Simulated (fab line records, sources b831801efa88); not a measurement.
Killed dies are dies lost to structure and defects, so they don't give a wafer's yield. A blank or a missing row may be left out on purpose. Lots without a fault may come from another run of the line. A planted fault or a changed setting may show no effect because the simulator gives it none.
Chamber matching | flow sky130 | SKY_CONTACT_CVD_00 on pecvd-02: 3 sister chambers
The step deposits Si3N4, target thk 75 nm. 14 wafers are shown with their chamber, then 7 later ones without.

WAFERS WITH THEIR CHAMBER
wafer  | chamber | heater_power_w (W) | heater_power_outer_w (W)
L790.1 | 0       | 567                | 364
L790.4 | 0       | 573                | 379
L790.5 | 1       | 800                | 465
L792.2 | 0       | 498                | 308
L792.5 | 2       | 590                | 358
L792.6 | 0       | 498                | 317
L794.1 | 2       | 622                | 372
L794.4 | 0       | 551                | 364
L794.5 | 1       | 885                | 524
L800.3 | 2       | 665                | 414
L800.5 | 1       | 842                | 491
L800.6 | 2       | 659                | 407
L806.3 | 0       | 581                | 382
L806.4 | 1       | 804                | 481

SIGNATURES (means of the wafers above)
reading              | chamber 0 | chamber 1 | chamber 2 | scatter within a chamber
heater_power_w       | 544.67    | 832.75    | 634.00    | 37.4
heater_power_outer_w | 352.33    | 490.25    | 387.75    | 28.8
Rule: a wafer's distance from a chamber is the root of the sum, over the readings, of the square of ((its reading less the chamber's mean) divided by the reading's scatter). The wafer belongs to the nearest chamber; if the next one is less than 2 further off, it can't be placed. The scatter: the root of (the sum of the squares of (reading less its chamber's mean) over the shown wafers, divided by (wafers less chambers)).

WAFERS WITHOUT THEIR CHAMBER
wafer  | heater_power_w (W) | heater_power_outer_w (W)
L806.6 | 591                | 379
L811.1 | 846                | 503
L811.2 | 644                | 386
L811.6 | 543                | 351
L812.1 | 855                | 505
L812.2 | 687                | 419
L812.6 | 845                | 510

WHICH CHAMBER EACH WENT THROUGH
wafer  | from the rows above     | in truth
L806.6 | can't be placed: 2 or 0 | 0
L811.1 | 1                       | 1
L811.2 | 2                       | 2
L811.6 | 0                       | 0
L812.1 | 1                       | 1
L812.2 | 2                       | 2
L812.6 | 1                       | 1
Placed correctly: 6 of 7. Can't be placed from these rows: 1 (the true chamber is among the candidates in 1). Placed wrongly: 0.
